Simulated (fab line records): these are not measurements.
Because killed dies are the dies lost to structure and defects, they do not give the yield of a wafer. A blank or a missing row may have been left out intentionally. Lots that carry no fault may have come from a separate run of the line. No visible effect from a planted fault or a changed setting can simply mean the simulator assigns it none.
fab line records	flow sky130
record: lots: 6	wafers: 18	last_day: 51
route steps=708 shown METAL1@446 VIA1@458 PAD_OPEN@708
lots that met no fault: taken from a fault-free run of the same line
start_h: start of the lot's first displayed wafer, in hours after the record's first day	wait_h: how many hours have passed since the lot's step before this one	" same as the row above	L1.1+2: one row covering several wafers at once	- no value present, or no start provided	* or withheld: withheld	< > ~ a bound
route shown NAME@n: names a module that has steps shown in the file, with the first one's number in the route	usual: mean/standard deviation taken from wafers without a fault	same: alike in all rows	chamber/n: place in a boat	sites: per-site readings	_std_site: how widely they spread, as a standard deviation	_edge_site: outer sites' mean less inner sites'	radius_mm: for every site, how far away it sits from the centre of the wafer	mask NAME#n: copy n	behind: the tool/chamber that last shaped the wafer	hold: cause of the lot's hold/its duration in hours/its outcome	device: which transistor (n, p or np) failed to switch	end of line: the route-end tests of the same wafers	where a step has no rows: the recipe by itself	killed: not the wafer's yield, but the dies lost to structure and defects at the first sort	map: a wafer's dies, x killed, . not, _ none there
set.NAME: the setting as run; set.NAME@STEP: as run at that earlier step	model.NAME: the simulator's own value behind a step, which no gauge read
lots seen at some steps along the route; tables by step, rows by wafer
services: the hour from which a tool's chamber was out of use, counted from the record's first day as start_h (under 0 if before that day), plus the number of hours and why
== steps ==
step: SKY_METAL1_EXPOSE_12
recipe: mask_id: MM1	na: 0.8	source_shape: annular	sigma_inner: 0.55	sigma_outer: 0.85	target_cd_nm: 140	dose_mj: 28
step: SKY_METAL1_PEB_13
recipe: peb_temp_c: withheld	peb_time_s: withheld	resist: KrF-thick
step: SKY_METAL1_DEVELOP_14
recipe: develop_time_s: 60	resist: KrF-thick	dev_temp_c: 21
step: SKY_METAL1_CD_MEAS_15
recipe: target_cd_nm: 140
usual: cd_nm: 140.2/1.4
lot.wafer	tool	chamber	start_h	wait_h	cd_nm
L853.2	cd_sem-01	-	748.79	-	138.6
L853.5	"	-	"	"	139.1
L853.6	"	-	"	"	138.1
L855.1	cd_sem-01	-	760.30	-	142.5
L855.2	"	-	"	"	142.8
L855.5	"	-	"	"	143.4
L866.1	cd_sem-02	-	856.85	-	138.8
L866.2	"	-	"	"	138.2
L866.4	"	-	"	"	138.9
L873.3	cd_sem-02	-	931.18	-	140.5
L873.5	"	-	"	"	140.7
L873.6	"	-	"	"	140.7
L875.2	cd_sem-01	-	931.79	-	139.3
L875.4	"	-	"	"	140.7
L875.6	"	-	"	"	140.6
L876.3	cd_sem-02	-	969.93	-	141.3
L876.5	"	-	"	"	139.8
L876.6	"	-	"	"	140.3
step: SKY_METAL1_OVL_MEAS_16
usual: METAL1_OVL: -2/5.6
lot.wafer	tool	chamber	start_h	wait_h	METAL1_OVL[nm]
L853.2	overlay-01	-	748.89	0.1	-2
L853.5	"	-	"	"	11
L853.6	"	-	"	"	-6
L855.1	overlay-01	-	760.42	0.1	-8
L855.2	"	-	"	"	-7
L855.5	"	-	"	"	-7
L866.1	overlay-02	-	856.97	0.1	-12
L866.2	"	-	"	"	-7
L866.4	"	-	"	"	-10
L873.3	overlay-02	-	931.27	0.1	2
L873.5	"	-	"	"	1
L873.6	"	-	"	"	-2
L875.2	overlay-01	-	931.89	0.1	2
L875.4	"	-	"	"	-5
L875.6	"	-	"	"	-3
L876.3	overlay-01	-	970.02	0.1	-1
L876.5	"	-	"	"	3
L876.6	"	-	"	"	-5
step: SKY_METAL1_DESCUM_17
recipe: chemistry: O2	source_power_w: 150	bias_power_w: 0	pressure_mtorr: 10	temp_c: 40	time_s: 8
usual: drypump_motor_current_A: 5.6/0.31	oes_product_au: 1.009/0.01
same: bias_power_w: 0
lot.wafer	tool	chamber	start_h	wait_h	drypump_motor_current_A	oes_product_au	rf_hours_counter_h
L853.2	rie_metal-04	0	748.93	0.0	5.6	1.022	-
L853.5	"	0	"	"	5.6	1.021	-
L853.6	"	0	"	"	5.6	1.023	-
L855.1	rie_metal-01	1	760.45	0.0	5.2	1.000	6
L855.2	"	0	"	"	6.0	1.008	9
L855.5	"	1	"	"	5.2	1.005	-
L866.1	rie_metal-01	0	857.00	0.0	6.0	1.022	12
L866.2	"	1	"	"	5.2	1.001	10
L866.4	"	0	"	"	6.0	1.005	-
L873.3	rie_metal-04	1	931.31	0.0	5.9	1.017	-
L873.5	"	0	"	"	5.4	1.011	-
L873.6	"	1	"	"	5.9	1.008	-
L875.2	rie_metal-01	0	931.92	0.0	6.0	1.017	16
L875.4	"	0	"	"	6.0	1.011	-
L875.6	"	1	"	"	5.2	0.997	-
L876.3	rie_metal-01	0	970.06	0.0	6.0	0.991	-
L876.5	"	1	"	"	5.3	0.996	-
L876.6	"	0	"	"	6.0	0.992	-
step: SKY_METAL1_ETCH_18
recipe: chemistry: N2/H2	target: BARC	ion_energy_ev: 200	bias_w: 100	pressure_mtorr: 30	n2_flow_sccm: 100	h2_flow_sccm: 200	icp_w: 500	stop_on: SiO2	time_s: 45.9	target_depth_a: 600
usual: drypump_motor_current_A: 5.6/0.31	oes_product_au: 0.854/0.0047	throttle_valve_pct: 13.225/0.0094
lot.wafer	tool	chamber	start_h	wait_h	drypump_motor_current_A	oes_product_au	rf_hours_counter_h	throttle_valve_pct
L853.2	rie_metal-04	0	749.01	0.1	5.6	0.855	-	13.216
L853.5	"	0	"	"	5.6	0.852	-	13.229
L853.6	"	0	"	"	5.6	0.853	-	13.236
L855.1	rie_metal-01	1	760.48	0.0	5.2	0.861	6	13.243
L855.2	"	0	"	"	6.0	0.851	9	13.225
L855.5	"	1	"	"	5.2	0.852	-	13.227
L866.1	rie_metal-01	0	857.04	0.0	6.0	0.861	12	13.224
L866.2	"	1	"	"	5.2	0.845	10	13.249
L866.4	"	0	"	"	6.0	0.854	-	13.224
L873.3	rie_metal-04	1	931.35	0.0	5.9	0.864	-	13.222
L873.5	"	0	"	"	5.5	0.859	-	13.229
L873.6	"	1	"	"	6.0	0.855	-	13.225
L875.2	rie_metal-01	0	931.96	0.0	6.0	0.850	16	13.234
L875.4	"	0	"	"	6.0	0.854	-	13.223
L875.6	"	1	"	"	5.3	0.855	-	13.223
L876.3	rie_metal-01	0	970.10	0.0	6.0	0.861	-	13.220
L876.5	"	1	"	"	5.2	0.856	-	13.235
L876.6	"	0	"	"	6.0	0.851	-	13.233
step: SKY_METAL1_METAL_ETCH_19
recipe: target_depth_a: 3600	stop_on: SiO2	over_etch_frac: 0.3	time_s: 78	chemistry: Cl2/BCl3	resist_sidewall_deg: 88	pressure_mtorr: 10	icp_w: 900	bias_w: 48.5	Cl2_flow_sccm: 60	bcl3_flow_sccm: 30
usual: drypump_motor_current_A: 5.6/0.31	oes_product_au: 0.855/0.0056	throttle_valve_pct: 22.265/0.0098
same: over_etch_frac: 0.3
lot.wafer	tool	chamber	start_h	wait_h	drypump_motor_current_A	oes_product_au	rf_hours_counter_h	throttle_valve_pct
L853.2	rie_metal-04	0	749.14	0.1	5.5	0.861	-	22.271
L853.5	"	0	"	"	5.5	0.865	-	22.263
L853.6	"	0	"	"	5.5	0.859	-	22.287
L855.1	rie_metal-01	1	760.55	0.0	5.2	0.851	6	22.284
L855.2	"	0	"	"	6.0	0.852	9	22.262
L855.5	"	1	"	"	5.2	0.857	-	22.276
L866.1	rie_metal-01	0	857.10	0.0	6.0	0.865	12	22.267
L866.2	"	1	"	"	5.2	0.855	11	22.253
L866.4	"	0	"	"	6.0	0.863	-	22.265
L873.3	rie_metal-04	1	931.42	0.1	5.9	0.863	-	22.259
L873.5	"	0	"	"	5.6	0.850	-	22.260
L873.6	"	1	"	"	5.9	0.859	-	22.259
L875.2	rie_metal-01	0	932.02	0.0	6.0	0.849	16	22.275
L875.4	"	0	"	"	6.0	0.850	-	22.253
L875.6	"	1	"	"	5.2	0.842	-	22.256
L876.3	rie_metal-01	0	970.17	0.1	6.0	0.859	-	22.259
L876.5	"	1	"	"	5.3	0.851	-	22.266
L876.6	"	0	"	"	6.0	0.868	-	22.268
step: SKY_METAL1_STRIP_20
recipe: chemistry: O2/N2	power_w: 1400	pressure_mtorr: 1500	platen_temp_c: withheld	o2_flow_sccm: 3000	n2_flow_sccm: 300	overash_fraction: 0.5
usual: drypump_motor_current_A: 5.6/0.3	oes_product_au: 0.341/0.005	strip_time_to_endpoint_s: 2.66/0.051
lot.wafer	tool	chamber	start_h	wait_h	drypump_motor_current_A	oes_product_au	rf_hours_counter_h	strip_time_to_endpoint_s
L853.2	plasma_asher-02	0	749.29	0.1	5.8	0.332	62	2.68
L853.5	"	0	"	"	5.8	0.345	-	2.69
L853.6	"	1	"	"	5.9	0.342	-	2.67
L855.1	plasma_asher-02	1	760.64	0.1	6.0	0.339	63	2.76
L855.2	"	0	"	"	5.8	0.336	63	2.65
L855.5	"	1	"	"	6.0	0.344	-	2.71
L866.1	plasma_asher-04	1	857.19	0.1	5.3	0.345	104	2.65
L866.2	"	0	"	"	5.3	0.351	104	2.69
L866.4	"	0	"	"	5.3	0.344	-	2.64
L873.3	plasma_asher-03	0	931.52	0.1	6.0	0.337	-	2.63
L873.5	"	1	"	"	5.3	0.344	-	2.65
L873.6	"	0	"	"	6.1	0.334	-	2.64
L875.2	plasma_asher-03	0	932.11	0.1	6.1	0.338	50	2.64
L875.4	"	1	"	"	5.3	0.333	-	2.67
L875.6	"	1	"	"	5.3	0.338	-	2.68
L876.3	plasma_asher-03	0	970.27	0.1	6.1	0.340	-	2.71
L876.5	"	1	"	"	5.4	0.343	-	2.76
L876.6	"	0	"	"	6.1	0.340	-	2.74
step: SKY_METAL1_STRIP_21
recipe: chemistry: post_etch_residue_remover	time_s: 1200	temp_c: 72.5
step: SKY_METAL1_CLEAN_22
recipe: chemistry: IPA	time_s: 180	temp_c: 25
step: SKY_METAL1_CLEAN_23
recipe: chemistry: O3/DIW	dry: n2_spin
step: SKY_VIA1_HDPCVD_00
recipe: material: SiO2	target_thk_nm: 1030	sigma_open_frac: 0.3	time_s: 171.7	temp_c: 400	sih4_flow_sccm: 60	pressure_mtorr: 6
usual: sih4_flow_sccm: 60.02/0.19
lot.wafer	tool	chamber	start_h	wait_h	sih4_flow_sccm	model.SiO2_of_VIA1_HDPCVD_00.thk_nm
L853.2	hdpcvd-01	1	749.88	0.0	60.13	1027
L853.5	"	1	"	"	60.22	1038
L853.6	"	0	"	"	60.34	1031
L855.1	hdpcvd-02	1	761.23	0.0	60.38	1024
L855.2	"	0	"	"	59.89	1038
L855.5	"	2	"	"	59.73	1035
L866.1	hdpcvd-01	0	857.82	0.0	60.00	1006
L866.2	"	1	"	"	60.09	1021
L866.4	"	0	"	"	60.16	1012
L873.3	hdpcvd-01	1	932.17	0.0	59.98	1035
L873.5	"	0	"	"	29.63	519.3
L873.6	"	2	"	"	59.85	1020
L875.2	hdpcvd-01	0	932.81	0.0	30.09	514.7
L875.4	"	1	"	"	60.02	1039
L875.6	"	2	"	"	60.15	1028
L876.3	hdpcvd-02	1	970.83	0.0	59.94	1035
L876.5	"	1	"	"	60.21	1026
L876.6	"	0	"	"	59.98	1039
step: SKY_VIA1_THK_MEAS_01
recipe: reads: SiO2_of_VIA1_HDPCVD_00
usual: VIA1_HDPCVD_THK: 1031/10
lot.wafer	tool	chamber	start_h	wait_h	VIA1_HDPCVD_THK[nm]
L853.2	film_metro-04	-	750.01	0.1	1027
L853.5	"	-	"	"	1037
L853.6	"	-	"	"	1031
L855.1	film_metro-01	-	761.34	0.1	1024
L855.2	"	-	"	"	1038
L855.5	"	-	"	"	1036
L866.1	film_metro-04	-	857.93	0.1	1005
L866.2	"	-	"	"	1021
L866.4	"	-	"	"	1012
L873.3	film_metro-01	-	932.31	0.1	1035
L873.5	"	-	"	"	519
L873.6	"	-	"	"	1020
L875.2	film_metro-01	-	932.93	0.1	515
L875.4	"	-	"	"	1040
L875.6	"	-	"	"	1028
L876.3	film_metro-01	-	970.97	0.1	1035
L876.5	"	-	"	"	1026
L876.6	"	-	"	"	1040
step: SKY_VIA1_CMP_02
recipe: material: SiO2	down_force_psi: 4	platen_rpm: 60	pad_velocity_m_s: 0.94248
usual: motor_current_A: 11.8/1	platen_rpm: 60.00/0.041	retaining_ring_pressure_frac: 1.000/0.0052	slurry_filter_dp_kPa: 13.50/0.13
lot.wafer	tool	chamber	start_h	wait_h	motor_current_A	platen_rpm	retaining_ring_pressure_frac	slurry_filter_dp_kPa
L853.2	cmp-02	2	750.11	0.1	12.1	60.05	1.007	13.46
L853.6	"	1	"	"	11.1	60.01	0.994	13.50
L853.5	"	2	"	"	13.0	60.08	0.998	13.58
L855.1	cmp-02	1	761.45	0.1	10.7	60.02	0.997	13.50
L855.2	"	2	"	"	12.1	59.97	0.999	13.63
L855.5	"	1	"	"	11.1	59.98	0.998	13.34
L866.4	cmp-02	0	857.99	0.0	11.2	59.96	0.998	13.34
L866.2	"	1	"	"	11.2	59.99	0.996	13.53
L866.1	"	3	"	"	11.1	59.99	1.004	13.77
L873.3	cmp-02	1	932.40	0.1	11.3	60.08	0.997	13.59
L873.5	"	0	"	"	11.4	60.01	0.996	13.46
L873.6	"	1	"	"	11.6	60.01	0.996	13.56
L875.2	cmp-02	2	932.98	0.0	12.2	59.97	1.007	13.47
L875.4	"	1	"	"	10.7	60.01	0.999	13.45
L875.6	"	3	"	"	12.1	60.04	1.002	13.89
L876.3	cmp-01	0	971.16	0.2	11.6	60.04	1.001	13.45
L876.5	"	1	"	"	10.4	59.97	0.995	13.40
L876.6	"	2	"	"	13.8	59.97	0.994	13.65
step: SKY_PAD_OPEN_PROBE_99
usual: defect_limited_yield: 82.3/2.1	killed_at_M0_to_M3: 44/7.2	killed_at_M4_up: 3.1/1.7	killed_at_contacts: 24/5.2	killed_at_front_end: 15/4.1	killed_at_other: 0.3/0.61	killed_dies: 87/10	killed_open: 48/7.5	killed_short: 39/6.6
same: gross_dies: 492	killed_at_back_side: 0
lot.wafer	tool	chamber	start_h	wait_h	defect_limited_yield[%]	killed_at_M0_to_M3	killed_at_M4_up	killed_at_contacts	killed_at_front_end	killed_at_other	killed_dies	killed_open	killed_short	model.etest.tester.sort_n_pass	model.etest.tester.sort_yield_pct	model.etest.tester.sort_bin_3_pct	model.etest.met2_comb.leak_log10_a_um	model.etest.tester.sort_bin_8_pct
L853.2	prober-01	-	1064.01	0.1	80.1	56	3	22	14	3	98	60	36	394	80.08	1.016	-11.92	0
L853.5	prober-01	-	1064.16	0.2	82.7	41	3	30	11	0	85	37	46	407	82.72	0.6098	-11.76	0
L853.6	prober-01	-	1064.21	0.2	81.5	43	3	31	13	1	91	44	46	401	81.5	0.6098	-12.1	0
L855.1	prober-02	-	1072.04	0.1	79.7	49	1	29	21	0	100	66	34	392	79.67	1.626	-12.02	0
L855.2	prober-02	-	1072.09	0.1	82.7	39	1	31	14	0	85	48	36	407	82.72	0.6098	-12.03	0
L855.5	prober-02	-	1072.24	0.2	82.3	48	1	20	18	0	87	54	32	405	82.32	0.4065	-11.98	0
L866.1	prober-02	-	1145.78	0.1	84.1	45	4	20	8	1	78	47	31	414	84.15	0.6098	-12.09	0
L866.2	prober-02	-	1145.83	0.1	79.3	44	2	30	26	0	102	58	44	390	79.27	0.813	-12.04	0
L866.4	prober-02	-	1145.93	0.2	82.3	39	2	27	19	0	87	38	49	405	82.32	1.22	-11.91	0
L873.3	prober-02	-	1196.84	0.2	82.5	38	6	34	8	0	86	45	41	406	82.52	1.016	-11.98	0
L873.5	prober-02	-	1196.94	0.2	83.3	40	4	24	14	0	82	52	30	265	53.86	29.67	-7.273	4.99e-08
L873.6	prober-02	-	1196.99	0.2	82.1	46	1	26	15	0	88	47	41	404	82.11	1.016	-12.05	0
L875.2	prober-01	-	1197.64	0.1	81.5	43	2	27	18	1	91	40	50	257	52.24	30.08	-7.381	0.0002792
L875.4	prober-01	-	1197.74	0.2	82.1	42	4	24	18	0	88	47	41	404	82.11	0.6098	-12.15	0
L875.6	prober-01	-	1197.84	0.2	82.9	44	1	17	21	1	84	49	35	408	82.93	1.22	-12.07	0
L876.3	prober-01	-	1219.05	0.2	84.6	40	2	22	12	0	76	44	32	416	84.55	1.22	-11.87	0
L876.5	prober-01	-	1219.15	0.2	80.7	50	3	28	14	0	95	53	42	397	80.69	0.6098	-11.96	0
L876.6	prober-01	-	1219.20	0.2	79.5	48	3	33	17	0	101	49	52	391	79.47	1.423	-12.18	0
killed by level:class
L853.2 VIA1:geometric_particle:open=16 CONTACT:geometric_particle:open=10 VIA3:geometric_particle:open=10 VIA2:geometric_particle:open=7 CONTACT:geometric_particle:short=6 METAL2:geometric_particle:short=6 FIELD_ISO:geometric_particle:short=5 METAL1:geometric_particle:short=4
L853.5 VIA1:geometric_particle:open=11 METAL1:geometric_particle:short=7 LI_CONTACT:geometric_particle:short=7 CONTACT:geometric_particle:open=7 LI_CONTACT:geometric_particle:open=6 VIA1:geometric_particle:short=6 LOCAL_INTERCONNECT:geometric_particle:short=5 CONTACT:geometric_particle:short=5
L853.6 CONTACT:geometric_particle:open=10 METAL1:geometric_particle:short=10 VIA1:geometric_particle:open=10 CONTACT:geometric_particle:short=9 VIA1:geometric_particle:short=6 LI_CONTACT:geometric_particle:open=5 VIA3:geometric_particle:open=5 FIELD_ISO:geometric_particle:short=4
L855.1 CONTACT:geometric_particle:open=12 VIA1:geometric_particle:open=11 VIA2:geometric_particle:open=11 FIELD_ISO:geometric_particle:open=9 LI_CONTACT:geometric_particle:open=8 VIA1:geometric_particle:short=7 METAL2:geometric_particle:short=5 VIA3:geometric_particle:open=5
L855.2 CONTACT:geometric_particle:open=10 VIA1:geometric_particle:open=10 VIA2:geometric_particle:open=8 METAL2:geometric_particle:short=7 LI_CONTACT:geometric_particle:open=7 VIA3:geometric_particle:open=6 CONTACT:geometric_particle:short=6 LOCAL_INTERCONNECT:geometric_particle:short=5
L855.5 VIA1:geometric_particle:open=14 VIA2:geometric_particle:open=10 METAL2:geometric_particle:short=10 CONTACT:geometric_particle:open=9 FIELD_ISO:geometric_particle:open=7 VIA3:geometric_particle:open=7 POLY_GATE:geometric_particle:short=4 LOCAL_INTERCONNECT:geometric_particle:short=4
L866.1 VIA1:geometric_particle:open=15 CONTACT:geometric_particle:open=11 VIA3:geometric_particle:open=6 VIA2:geometric_particle:open=5 VIA3:geometric_particle:short=5 VIA1:geometric_particle:short=4 POLY_GATE:geometric_particle:short=3 LI_CONTACT:geometric_particle:open=3
L866.2 VIA1:geometric_particle:open=11 CONTACT:geometric_particle:open=8 FIELD_ISO:geometric_particle:open=7 LI_CONTACT:geometric_particle:open=7 VIA2:geometric_particle:open=7 VIA3:geometric_particle:open=7 POLY_GATE:geometric_particle:open=6 POLY_GATE:geometric_particle:short=6
L866.4 CONTACT:geometric_particle:open=9 CONTACT:geometric_particle:short=7 METAL1:geometric_particle:short=7 METAL2:geometric_particle:short=7 VIA1:geometric_particle:open=6 POLY_GATE:geometric_particle:open=5 LI_CONTACT:geometric_particle:open=5 FIELD_ISO:geometric_particle:open=4
L873.3 CONTACT:geometric_particle:open=14 CONTACT:geometric_particle:short=8 VIA3:geometric_particle:open=7 LI_CONTACT:geometric_particle:open=6 METAL1:geometric_particle:short=6 VIA2:geometric_particle:open=6 LOCAL_INTERCONNECT:geometric_particle:short=5 METAL2:geometric_particle:short=5
L873.5 VIA3:geometric_particle:open=11 CONTACT:geometric_particle:open=8 LI_CONTACT:geometric_particle:open=7 VIA2:geometric_particle:open=6 VIA1:geometric_particle:open=5 FIELD_ISO:geometric_particle:open=4 LOCAL_INTERCONNECT:geometric_particle:short=4 METAL1:geometric_particle:short=4
L873.6 CONTACT:geometric_particle:open=10 METAL2:geometric_particle:short=10 VIA2:geometric_particle:open=10 VIA1:geometric_particle:open=8 FIELD_ISO:geometric_particle:open=6 LOCAL_INTERCONNECT:geometric_particle:short=5 CONTACT:geometric_particle:short=5 VIA3:geometric_particle:open=5
L875.2 METAL1:geometric_particle:short=10 CONTACT:geometric_particle:open=8 LI_CONTACT:geometric_particle:open=7 LOCAL_INTERCONNECT:geometric_particle:short=6 VIA1:geometric_particle:open=6 VIA1:geometric_particle:short=6 METAL2:geometric_particle:short=6 VIA3:geometric_particle:open=5
L875.4 VIA2:geometric_particle:open=9 VIA1:geometric_particle:open=8 LI_CONTACT:geometric_particle:open=6 VIA3:geometric_particle:open=6 LOCAL_INTERCONNECT:geometric_particle:short=5 CONTACT:geometric_particle:open=5 VIA1:geometric_particle:short=5 METAL2:geometric_particle:short=5
L875.6 VIA1:geometric_particle:open=8 POLY_GATE:geometric_particle:short=7 LI_CONTACT:geometric_particle:open=7 METAL2:geometric_particle:short=6 VIA3:geometric_particle:open=6 CONTACT:geometric_particle:open=5 VIA2:geometric_particle:short=5 FIELD_ISO:geometric_particle:open=4
L876.3 CONTACT:geometric_particle:open=12 VIA1:geometric_particle:open=7 METAL1:geometric_particle:short=7 VIA2:geometric_particle:open=7 VIA1:geometric_particle:short=5 LI_CONTACT:geometric_particle:short=4 METAL2:geometric_particle:short=4 VIA3:geometric_particle:open=4
L876.5 VIA1:geometric_particle:open=13 CONTACT:geometric_particle:open=11 METAL2:geometric_particle:short=10 LI_CONTACT:geometric_particle:open=7 FIELD_ISO:geometric_particle:short=6 LOCAL_INTERCONNECT:geometric_particle:open=4 CONTACT:geometric_particle:short=4 METAL1:geometric_particle:short=4
L876.6 METAL2:geometric_particle:short=15 CONTACT:geometric_particle:open=10 LI_CONTACT:geometric_particle:open=8 CONTACT:geometric_particle:short=7 VIA1:geometric_particle:open=6 VIA2:geometric_particle:open=6 FIELD_ISO:geometric_particle:open=5 LOCAL_INTERCONNECT:geometric_particle:short=5
== services ==
tool	chamber	start_h	hours	kind
plasma_asher-02	-	734.81	6.5	pm
cmp-02	-	744.00	4.0	pm
rie_metal-04	1	745.67	4.5	repair
rie_metal-01	1	755.82	2.9	repair
cmp-02	-	757.98	1.3	repair
rie_metal-01	0	777.16	6.3	repair
plasma_asher-02	-	784.65	7.7	repair
plasma_asher-02	-	798.64	3.3	repair
hdpcvd-01	-	804.60	0.7	repair
rie_metal-01	-	821.56	0.4	repair
cmp-02	-	828.45	0.5	repair
hdpcvd-02	-	828.77	28.1	pm
cmp-02	-	849.14	1.7	repair
hdpcvd-01	0	851.33	3.0	repair
cmp-02	-	854.61	1.8	repair
rie_metal-04	-	884.22	2.8	pm
hdpcvd-01	2	890.14	1.9	repair
rie_metal-01	-	890.63	2.8	pm
plasma_asher-03	-	912.49	2.8	pm
rie_metal-01	-	925.09	1.0	repair
hdpcvd-01	-	950.25	15.0	pm
plasma_asher-03	-	956.32	8.3	repair
hdpcvd-01	-	965.25	2.8	pm
cmp-02	-	970.35	5.6	pm
== key ==
first_sign: step: SKY_VIA1_HDPCVD_00	reading: sih4_flow_sccm	direction: down	sigmas: 99+	usual: 60.02	struck: 29.86
effect: step: SKY_VIA1_THK_MEAS_01	reading: VIA1_HDPCVD_THK	direction: down	sigmas: 49	usual: 1031	struck: 517
model_effect: step: SKY_VIA1_HDPCVD_00	value: SiO2_of_VIA1_HDPCVD_00.thk_nm	without: 1032	struck: 517
model_effect: step: SKY_PAD_OPEN_PROBE_99	value: etest.tester.sort_n_pass	without: 405.5	struck: 261
met_at SKY_VIA1_HDPCVD_00
struck_wafers L873.5,L875.2
onset_between 857.82 932.17
fault: kind: process_parameter_drift	tool: hdpcvd-01	chamber: 0	onset_h: 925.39	steps: SKY_VIA1_HDPCVD_00	channel: sih4_flow_sccm	offset: -30	shape: step	end_h: 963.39	acts_in: these_recipes_only	stated: 60
